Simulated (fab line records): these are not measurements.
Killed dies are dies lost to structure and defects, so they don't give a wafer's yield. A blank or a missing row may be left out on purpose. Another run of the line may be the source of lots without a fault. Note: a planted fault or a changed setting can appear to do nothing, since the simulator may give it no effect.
Code-filled problem report in 8D (eight disciplines) form	flow gf180mcu	the parts of the form that need people (team, actions taken, sign-off) are left out

1. WHAT WENT WRONG
Across 9 wafers from 3 lots, NSD_RS at GF_PSD_RS_MEAS_14 averages 47.47 ohm/sq, while fault-free wafers read 46.14 ohm/sq with a standard deviation of 0.093. Measured from the usual mean, that is +14 standard deviations.
The step: measures by four-point-probe.
First observed at day 17 21:10: wafer L432.1, on film metro-03. The record has a number at this step for 36 wafers belonging to 12 lots. Rule for "out" (also "out of limits"): further than 4 standard deviations from the usual mean. Any other wafer with a number is counted as sound.

2. WHAT IT IS; WHAT IT IS NOT
question	is	is not
which readings at this step	NSD_RS	-
which lots	L432, L433, L434	L422, L427, L428, L431, L441, L442, L443, L444, L445
which wafers of those lots	all that have a number	-
read on which gauges	film metro-02, film metro-03, film metro-04	-
when	from day 17 21:10	up to then (12 sound wafers); but 15 sound wafers of L441, L442, L443, L444, L445 came after

3. THE SUSPECTS, EACH WITH WHAT RULES IT OUT
Counting: a tool stays on the suspect list if, at a process step up to the reading, it processed all lots that are out and no sound lot following the first of them.
- the gauge at GF_PSD_RS_MEAS_14: ruled out. 3 gauges (film metro-02, film metro-03, film metro-04) read the wafers that are out.
- implanter-01 at GF_NSD_IMPLANT_10: ruled out as a lasting fault. The sound lots L443, L445 went through it after L432, its earliest lot that is out (day 16 20:50).
Left after counting: nothing in the record.

4. THE CAUSE (what the simulator had put in)
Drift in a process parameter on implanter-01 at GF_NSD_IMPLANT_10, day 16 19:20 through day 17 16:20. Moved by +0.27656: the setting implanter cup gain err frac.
The count ruled it out by mistake, since the rule takes a fault to strike every lot its tool runs from the start of the fault on, and this one did not do so.

5. SEQUENCE OF EFFECTS, ordered by route
Each row: a reading where the mean over the struck wafers with a number is more than 3 standard deviations away from the usual. Only readings whose record carries a usual standard deviation are examined. hours: median over the lots of the time between each lot's start at the first step of this table that gives one and its start at this step. sigmas: the change, counted in usual standard deviations.
hours	step	reading	usual	on struck wafers	change	sigmas
0	GF_NSD_IMPLANT_10	beam on s	10.01 s	7.84	-2.17	-9.9
0	GF_NSD_IMPLANT_10	faraday current uA	2784	3553	+769	+13
24	GF_PSD_RS_MEAS_14	NSD_RS	46.14 ohm/sq	47.47	+1.33	+14
Process steps it contains:
- GF_NSD_IMPLANT_10

6. HOW IT WOULD HAVE BEEN CAUGHT EARLIER
In this record the first reading out of limits at a measuring or inspecting step was taken at day 17 21:10, 26 hours after the fault began at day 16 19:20.
Tool's own readings at GF_NSD_IMPLANT_10, beam on s, faraday current uA: out on all struck wafers the step has rows for; an alarm limit on them would have tripped on the first.
